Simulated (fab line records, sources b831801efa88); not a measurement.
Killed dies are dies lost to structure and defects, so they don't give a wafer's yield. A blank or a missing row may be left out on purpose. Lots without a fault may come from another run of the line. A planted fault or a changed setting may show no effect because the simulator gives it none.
Problem report in the 8D (eight disciplines) form, filled by code | flow sky130 | the parts of the form that need people (team, actions taken, sign-off) are left out
Where a reading is given only as a bound, like >300, the bound stands for it, and a mean or a difference that rests on one is marked > or <: the true number lies beyond.

1. THE PROBLEM
VIA3_W_RS at SKY_VIA3_RS_MEAS_22 reads a mean of 56.867 ohm/sq on 6 wafers of 2 lots; wafers without a fault read 0.292 ohm/sq with a standard deviation of 0.0033. That is +99 or more standard deviations from the usual mean.
The step: measures by four-point-probe.
First seen on wafer L908.1, day 41 13:26, on film_metro-01. The record holds 42 wafers of 14 lots with a number at this step. Rule for "out", or "out of limits": more than 4 standard deviations from the usual mean. The other wafers with a number count as sound.

2. WHAT IT IS AND WHAT IT IS NOT
question                    | is                           | is not
which readings at this step | VIA3_W_RS                    | -
which lots                  | L908, L909                   | L904, L905, L906, L907, L917, L918, L919, L920, L921, L922, L923, L925
which wafers of those lots  | all that have a number       | -
read on which gauges        | film_metro-01, film_metro-02 | film_metro-03
when                        | from day 41 13:26            | up to then (12 sound wafers); but 24 sound wafers of L917, L918, L919, L920, L921, L922, L923, L925 came after

3. SUSPECTS, AND WHAT RULES EACH OUT
Counting: a tool at a process step up to the reading stays a suspect if it ran every lot that is out and no sound lot after the first of them.
- the gauge at SKY_VIA3_RS_MEAS_22: ruled out. The wafers that are out were read on 2 gauges (film_metro-01, film_metro-02).
- cvd_w-02 at SKY_VIA3_CVD_21 (deposits W, target thk 390 nm, time 117.31 s): ruled out as a lasting fault. Sound lots L917, L918, L920, L921 ran on it after its first lot that is out, L908 (day 41 13:18).
Left after counting: nothing in the record.

4. THE CAUSE (what the simulator had put in)
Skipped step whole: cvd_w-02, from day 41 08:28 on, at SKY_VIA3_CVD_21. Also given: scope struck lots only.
Counting ruled it out, wrongly: the rule takes a fault to strike every lot that its tool runs from its start on, and this one did not.

5. THE CHAIN OF EFFECTS, in route order
Each row: a reading whose mean over the struck wafers that have a number lies more than 3 standard deviations from the usual. Only readings for which the record gives a usual standard deviation are gone through. hours: the time from each lot's start at the first step in this table that gives one to its start at this step, as a median over the lots. sigmas: the change in usual standard deviations.
hours | step                 | reading            | usual        | on struck wafers | change  | sigmas
0     | SKY_VIA3_RS_MEAS_22  | VIA3_W_RS          | 0.292 ohm/sq | 56.867           | +56.575 | +99 or more
0     | SKY_VIA3_THK_MEAS_23 | VIA3_W_THK         | 400 nm       | <0               | <-400   | <-74
0     | SKY_VIA3_CMP_24      | time_to_endpoint_s | 97 s         | 8                | -89     | -22
The process steps in it:
- SKY_VIA3_CMP_24: polishes, stops on SiO2, t overpolish 20 s, target thk 0 nm.
Readings that are blank on the struck wafers while sound wafers have them: chamber_pressure_Torr at SKY_VIA3_CVD_21; heater_power_outer_w at SKY_VIA3_CVD_21; heater_power_w at SKY_VIA3_CVD_21.

6. WHAT WOULD HAVE CAUGHT IT SOONER
In this record the first reading out of limits at a measuring or inspecting step was taken at day 41 13:26, 5 hours after the fault began at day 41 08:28.
At SKY_VIA3_CVD_21 the tool's readings are blank on the struck wafers, where sound wafers have them: an empty tool record is the first sign, and it was there at once.
